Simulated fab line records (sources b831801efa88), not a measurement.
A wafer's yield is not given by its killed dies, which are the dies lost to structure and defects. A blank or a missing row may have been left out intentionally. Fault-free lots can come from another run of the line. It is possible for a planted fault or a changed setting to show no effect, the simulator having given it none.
fab line records | flow sfqLine
record: lots: 6 | wafers: 18 | lastDay: 83
route steps=325 shown I7@303 M8@311
lots that met no fault: from a run of the same line without faults
startH: hours from the record's first day to the start of the lot's first wafer shown | waitH: hours from the lot's prior step to this one | " unchanged from the row above | L1.1+2: a row that stands for several wafers | - no value present, or no start provided | * or withheld: withheld | < > ~ a bound
route shown NAME@n: a module of which the file shows steps, and the number in the route of the first | usual: mean/standard deviation of fault-free wafers | same: alike in all rows | chamber/n: place in a boat | sites: per-site readings | _std_site: standard deviation across them | _edge_site: the outer-site mean with the inner-site mean subtracted | radiusMm: for every site, how far away it sits from the centre of the wafer | mask NAME#n: copy n | behind: tool/chamber where the wafer was last shaped | hold: why the lot went on hold/how many hours it stayed there/how the hold came to an end | device: names the non-switching transistor (n, p or np) | end of line: tests of these same wafers at the route's end | a step without rows: its recipe alone | killed: dies that structure and defects cost at the first sort, which is not the same as the wafer's yield | map: a wafer's dies, marking killed ones x, the rest . and places with no die _
set.NAME: the run value of the setting; set.NAME@STEP: its run value at that earlier step | model.NAME: the simulator's own value behind a step, which no gauge read
a table for each step, a row for each wafer; lots at some steps of the route
services: when a tool's chamber went out of use (startH, in hours from the record's first day, below 0 if earlier), for how many hours, and the reason
== steps ==
step: SFQ_TRILAYER_I7_VIA_LITHO_EXPOSE_188
recipe: maskId: I7 | na: 0.6 | sourceShape: conventional | sigmaOuter: 0.65 | targetCdNm: 1000 | doseMj: 21.3
step: SFQ_TRILAYER_I7_VIA_LITHO_PEB_190
recipe: pebTempC: 115 | pebTimeS: 60 | resist: KrF
step: SFQ_TRILAYER_I7_VIA_LITHO_DEVELOP_189
recipe: timeS: 60 | resist: KrF
step: SFQ_I7_OVL_MEAS_947
usual: I7_OVL: 1/5.1
lot.wafer | tool       | chamber | startH  | waitH | I7_OVL[nm]
L672.2    | overlay-01 | -       | 1693.79 | 0.1   | -3
L672.3    | "          | -       | "       | "     | 2
L672.5    | "          | -       | "       | "     | 1
L674.2    | overlay-02 | -       | 1703.51 | 0.1   | -8
L674.5    | "          | -       | "       | "     | 1
L674.6    | "          | -       | "       | "     | -4
L675.1    | overlay-02 | -       | 1704.71 | 0.1   | 7
L675.2    | "          | -       | "       | "     | -1
L675.6    | "          | -       | "       | "     | -3
L676.1    | overlay-01 | -       | 1705.91 | 0.1   | 1
L676.2    | "          | -       | "       | "     | 9
L676.3    | "          | -       | "       | "     | -2
L690.1    | overlay-02 | -       | 1794.83 | 0.1   | -7
L690.5    | "          | -       | "       | "     | -2
L690.6    | "          | -       | "       | "     | 2
L695.2    | overlay-02 | -       | 1974.34 | 0.1   | 2
L695.5    | "          | -       | "       | "     | -3
L695.6    | "          | -       | "       | "     | 4
step: SFQ_TRILAYER_I7_VIA_BARC_OPEN_VIA_ETCH_260
recipe: maskMaterial: PR | chemistry: O2 | targetDepthNm: 125 | target: BARC | sourceW: 500 | biasW: 80 | pressureMtorr: 30 | timeS: 41.7
usual: drypumpMotorCurrentA: 5.6/0.43 | oesProductAu: 0.685/0.0043
lot.wafer | tool       | chamber | startH  | waitH | drypumpMotorCurrentA | oesProductAu | rfHoursCounterH
L672.2    | rieDiel-01 | 1       | 1693.82 | 0.0   | 5.4                  | 0.691        | 16
L672.3    | "          | 2       | "       | "     | 5.3                  | 0.690        | 15
L672.5    | "          | 1       | "       | "     | 5.4                  | 0.682        | -
L674.2    | rieDiel-02 | 3       | 1703.54 | 0.0   | 6.1                  | 0.697        | 14
L674.5    | "          | 2       | "       | "     | 5.2                  | 0.691        | -
L674.6    | "          | 3       | "       | "     | 6.1                  | 0.681        | -
L675.1    | rieDiel-03 | 0       | 1704.74 | 0.0   | 5.2                  | 0.684        | 6
L675.2    | "          | 2       | "       | "     | 6.1                  | 0.688        | 19
L675.6    | "          | 3       | "       | "     | 6.2                  | 0.685        | -
L676.1    | rieDiel-01 | 2       | 1705.94 | 0.0   | 5.3                  | 0.681        | 15
L676.2    | "          | 0       | "       | "     | 5.4                  | 0.683        | 19
L676.3    | "          | 1       | "       | "     | 5.4                  | 0.684        | 17
L690.1    | rieDiel-01 | 2       | 1794.87 | 0.0   | 5.3                  | 0.687        | 17
L690.5    | "          | 1       | "       | "     | 5.4                  | 0.683        | -
L690.6    | "          | 2       | "       | "     | 5.3                  | 0.687        | -
L695.2    | rieDiel-02 | 0       | 1974.37 | 0.0   | 4.8                  | 0.684        | 2
L695.5    | "          | 0       | "       | "     | 4.8                  | 0.686        | -
L695.6    | "          | 3       | "       | "     | 6.1                  | 0.684        | -
step: SFQ_TRILAYER_I7_VIA_ETCH_VIA_ETCH_190
recipe: target: SiO2 | stopOn: Nb | maskMaterial: PR | taperDeg: 20 | chemistry: CHF3 | targetDepthNm: 260 | sourceW: 500 | biasW: 80 | pressureMtorr: 30 | timeS: withheld
usual: drypumpMotorCurrentA: 5.6/0.43 | oesProductAu: 0.853/0.0062
lot.wafer | tool       | chamber | startH  | waitH | drypumpMotorCurrentA | oesProductAu
L672.2    | rieDiel-01 | 1       | 1693.86 | 0.0   | 5.4                  | 0.855
L672.3    | "          | 2       | "       | "     | 5.3                  | 0.842
L672.5    | "          | 1       | "       | "     | 5.4                  | 0.858
L674.2    | rieDiel-02 | 3       | 1703.58 | 0.0   | 6.2                  | 0.855
L674.5    | "          | 2       | "       | "     | 5.2                  | 0.853
L674.6    | "          | 3       | "       | "     | 6.1                  | 0.854
L675.1    | rieDiel-03 | 0       | 1704.78 | 0.0   | 5.2                  | 0.856
L675.2    | "          | 2       | "       | "     | 6.1                  | 0.859
L675.6    | "          | 3       | "       | "     | 6.3                  | 0.869
L676.1    | rieDiel-01 | 2       | 1705.98 | 0.0   | 5.3                  | 0.849
L676.2    | "          | 0       | "       | "     | 5.4                  | 0.843
L676.3    | "          | 1       | "       | "     | 5.4                  | 0.848
L690.1    | rieDiel-01 | 2       | 1794.91 | 0.0   | 5.3                  | 0.855
L690.5    | "          | 1       | "       | "     | 5.4                  | 0.847
L690.6    | "          | 2       | "       | "     | 5.3                  | 0.859
L695.2    | rieDiel-02 | 0       | 1974.41 | 0.0   | 4.8                  | 0.844
L695.5    | "          | 0       | "       | "     | 4.8                  | 0.855
L695.6    | "          | 3       | "       | "     | 6.2                  | 0.849
step: SFQ_TRILAYER_I7_VIA_STRIP_STRIP_191
recipe: gas: O2 | powerW: 200 | platenTempC: 40 | overashFraction: 0.65 | chemistry: O2 | pressureMtorr: 50
usual: drypumpMotorCurrentA: 5.9/0.53 | oesProductAu: 0.998/0.0084 | platenTempC: 39.99/0.11
lot.wafer | tool        | chamber | startH  | waitH | drypumpMotorCurrentA | oesProductAu | platenTempC | rfHoursCounterH
L672.2    | rieMetal-03 | 0       | 1693.97 | -     | 6.3                  | 0.999        | 39.94       | 62
L672.3    | "           | 1       | "       | "     | 6.5                  | 1.003        | 40.07       | -
L672.5    | "           | 1       | "       | "     | 6.4                  | 1.002        | 39.77       | -
L674.2    | rieMetal-02 | 1       | 1703.70 | -     | 6.0                  | 1.004        | 40.02       | 24
L674.5    | "           | 1       | "       | "     | 6.0                  | 1.015        | 39.89       | -
L674.6    | "           | 0       | "       | "     | 4.8                  | 1.014        | 39.89       | -
L675.1    | rieMetal-01 | 1       | 1704.90 | -     | 6.1                  | 0.989        | 39.84       | 51
L675.2    | "           | 0       | "       | "     | 5.8                  | 0.995        | 39.96       | 24
L675.6    | "           | 1       | "       | "     | 6.1                  | 0.993        | 40.09       | -
L676.1    | rieMetal-02 | 0       | 1706.10 | -     | 4.8                  | 1.004        | 39.87       | 69
L676.2    | "           | 1       | "       | "     | 6.0                  | 1.004        | 40.08       | 24
L676.3    | "           | 0       | "       | "     | 4.8                  | 1.004        | 39.92       | -
L690.1    | rieMetal-01 | 1       | 1795.02 | -     | 6.0                  | 0.999        | 39.89       | 66
L690.5    | "           | 0       | "       | "     | 5.8                  | 0.996        | 39.99       | -
L690.6    | "           | 1       | "       | "     | 6.1                  | 0.986        | 40.09       | -
L695.2    | rieMetal-03 | 1       | 1974.53 | -     | 6.4                  | 0.999        | 40.00       | 90
L695.5    | "           | 0       | "       | "     | 6.3                  | 1.007        | 39.89       | -
L695.6    | "           | 1       | "       | "     | 6.4                  | 0.993        | 40.00       | -
step: SFQ_TRILAYER_I7_VIA_STRIP_SOLV_CLEAN_192
recipe: chemistry: NMP | tempC: 70 | timeS: 600
step: SFQ_TRILAYER_M8_LITHO_LOR_COAT_197
recipe: resist: lift-off | spinRpm: 3000
step: SFQ_TRILAYER_M8_LITHO_LOR_BAKE_198
recipe: resist: lift-off | tempC: withheld | timeS: withheld
step: SFQ_TRILAYER_M8_LITHO_COAT_193
recipe: resist: KrF | spinRpm: 3000 | resistThkNm: 600
step: SFQ_TRILAYER_M8_LITHO_SOFTBAKE_199
recipe: tempC: withheld | timeS: withheld | resist: KrF
step: SFQ_TRILAYER_M8_LITHO_EXPOSE_194
recipe: maskId: M8 | na: 0.6 | sourceShape: conventional | sigmaOuter: 0.65 | targetCdNm: 2000 | doseMj: 14.4
usual: exposureDoseMJCm2: 14.401/0.013 | focusOffsetNm: 0.1/0.53 | na: 0.6/0
lot.wafer | tool          | chamber | startH  | waitH | mask | exposureDoseMJCm2 | focusOffsetNm | na
L672.2    | krfScanner-01 | 0       | 1807.28 | -     | M8#0 | 14.410            | -0.4          | 0.6
L672.3    | "             | 0       | "       | "     | M8#0 | 14.403            | 0.0           | 0.6
L672.5    | "             | 0       | "       | "     | M8#0 | 14.387            | -1.0          | 0.6
L674.2    | krfScanner-01 | 0       | 1814.48 | -     | M8#0 | 14.390            | -0.4          | 0.6
L674.5    | "             | 0       | "       | "     | M8#0 | 14.392            | 0.5           | 0.6
L674.6    | "             | 0       | "       | "     | M8#0 | 14.402            | -0.9          | 0.6
L675.1    | krfScanner-01 | -       | 1815.48 | -     | M8#0 | -                 | -             | -
L675.2    | "             | -       | "       | "     | M8#0 | -                 | -             | -
L675.6    | "             | -       | "       | "     | M8#0 | -                 | -             | -
L676.1    | krfScanner-01 | -       | 1817.88 | -     | M8#0 | -                 | -             | -
L676.2    | "             | -       | "       | "     | M8#0 | -                 | -             | -
L676.3    | "             | -       | "       | "     | M8#0 | -                 | -             | -
L690.1    | krfScanner-01 | 0       | 1892.45 | -     | M8#0 | 14.389            | -0.3          | 0.6
L690.5    | "             | 0       | "       | "     | M8#0 | 14.403            | -0.4          | 0.6
L690.6    | "             | 0       | "       | "     | M8#0 | 14.386            | 0.5           | 0.6
L695.2    | krfScanner-01 | 0       | 1983.94 | -     | M8#0 | 14.403            | 0.3           | 0.6
L695.5    | "             | 0       | "       | "     | M8#0 | 14.424            | -0.4          | 0.6
L695.6    | "             | 0       | "       | "     | M8#0 | 14.398            | 0.2           | 0.6
step: SFQ_TRILAYER_M8_LITHO_PEB_196
recipe: pebTempC: 115 | pebTimeS: 60 | resist: KrF
== services ==
tool          | chamber | startH  | hours | kind
rieMetal-03   | -       | 1671.23 | 2.8   | pm
krfScanner-01 | -       | 1693.48 | 0.8   | pm
rieDiel-03    | 1       | 1695.09 | 6.1   | repair
krfScanner-01 | -       | 1710.72 | 0.2   | repair
rieDiel-01    | 2       | 1720.35 | 8.9   | repair
rieMetal-02   | 1       | 1725.32 | 24.4  | repair
rieDiel-03    | 0       | 1729.15 | 10.9  | repair
rieDiel-03    | 1       | 1757.25 | 1.2   | repair
rieDiel-03    | 2       | 1760.52 | 6.8   | repair
rieDiel-03    | -       | 1770.18 | 1.0   | repair
rieDiel-02    | 0       | 1776.13 | 14.3  | repair
rieDiel-01    | -       | 1798.44 | 0.3   | repair
krfScanner-01 | -       | 1798.58 | 1.3   | pm
rieMetal-02   | 0       | 1804.22 | 6.1   | repair
rieMetal-03   | -       | 1809.05 | 0.3   | repair
krfScanner-01 | -       | 1825.08 | 1.0   | pm
rieDiel-03    | 2       | 1844.03 | 13.2  | repair
rieMetal-03   | 1       | 1859.74 | 12.4  | repair
rieMetal-02   | -       | 1869.04 | 7.5   | repair
rieMetal-02   | -       | 1876.53 | 2.8   | pm
rieDiel-01    | 3       | 1884.65 | 4.0   | repair
rieDiel-01    | -       | 1905.19 | 2.8   | pm
krfScanner-01 | -       | 1923.00 | 1.1   | repair
krfScanner-01 | -       | 1975.24 | 1.3   | pm
== key ==
firstSign: step: SFQ_TRILAYER_M8_LITHO_EXPOSE_194 | reading: toolRecord | direction: missing
effect none on later readings
metAt SFQ_TRILAYER_M8_LITHO_EXPOSE_194
struckWafers L675.1,L675.2,L675.6,L676.1,L676.2,L676.3
onsetBetween 1814.48 1815.48
fault: kind: skippedStepWhole | tool: krfScanner-01 | chamber: - | onsetH: 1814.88 | steps: SFQ_TRILAYER_M8_LITHO_EXPOSE_194 | scope: struckLotsOnly
